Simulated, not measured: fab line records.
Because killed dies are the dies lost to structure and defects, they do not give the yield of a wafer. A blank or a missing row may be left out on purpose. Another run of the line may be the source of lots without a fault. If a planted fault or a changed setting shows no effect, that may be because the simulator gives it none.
One fault seen from 2 desks / flow sky130 / numbers are kept per desk, each desk with only its own; the story behind them comes last

## AT THE METROLOGY DESK
What the gauges read for every lot (on any tool): the sampled wafers with a number, averaged. If a lot's mean is further than 4 standard deviations from the usual mean, the lot is out of limits and carries the mark OUT (the distance appears in the brackets).
Columns: A = VIA4_W_RS at SKY_VIA4_RS_MEAS_19, usual 0.2250 ohm/sq
lot=L225; first seen here=day 43 16:07; A=0.2259
lot=L229; first seen here=day 44 12:01; A=0.2266
lot=L230; first seen here=day 44 18:03; A=0.2266
lot=L233; first seen here=day 46 00:25; A=0.2235
lot=L237; first seen here=day 46 18:46; A=0.2269
lot=L240; first seen here=day 47 09:59; A=0.2210
lot=L241; first seen here=day 47 14:26; A=0.2266
lot=L242; first seen here=day 47 17:32; A=0.2252
lot=L244; first seen here=day 48 07:58; A=0.2223
lot=L245; first seen here=day 48 11:10; A=0.2275
lot=L247; first seen here=day 49 03:40; A=0.2226
lot=L246; first seen here=day 49 06:46; A=0.2247
This desk's verdict: no lot among the 12 shows anything out of limits.

## TOOL OWNER'S DESK, rie_diel-04
The tool's own readings at SKY_VIA4_ETCH_12 (etches SiO2 in C4F8/O2/Ar, stops on TiN, target depth 580 nm): means of the sampled wafers that have a number, for each lot that ran on this tool. If a lot's mean is further than 4 standard deviations from the usual mean, the lot is out of limits and carries the mark OUT (the distance appears in the brackets).
Columns: A = bias_w at SKY_VIA4_ETCH_12, usual 1200 W; B = oes_product_au at SKY_VIA4_ETCH_12, usual 0.926 a.u.
lot=L229; first seen here=day 44 11:07; A=1125 (-20) OUT; B=0.927
lot=L233; first seen here=day 45 23:32; A=1126 (-20) OUT; B=0.930
lot=L244; first seen here=day 48 06:53; A=1198; B=0.923
lot=L247; first seen here=day 49 02:02; A=1198; B=0.925
Finding of this desk: L229, L233 out of limits; the first was L229 at day 44 11:07, on bias_w at SKY_VIA4_ETCH_12. L244, L247: within limits.

## TAKEN TOGETHER
The tool owner's desk could have raised an alarm at day 44 11:07, on L229, L233.
From the metrology desk's view, nothing was out of limits.
The metrology desk holds a record of L229, L233, inside its limits.
All the named lots went through SKY_VIA4_ETCH_12 on rie_diel-04.

## WHAT THE SIMULATOR HAD INSERTED
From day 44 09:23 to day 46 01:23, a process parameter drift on rie_diel-04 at SKY_VIA4_ETCH_12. Setting bias_w, moved by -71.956, from 1200. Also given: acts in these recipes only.
Lots struck among those shown: L229, L233.
Each desk's first reading out of limits, in hours after the fault started: the tool owner's desk, 2.
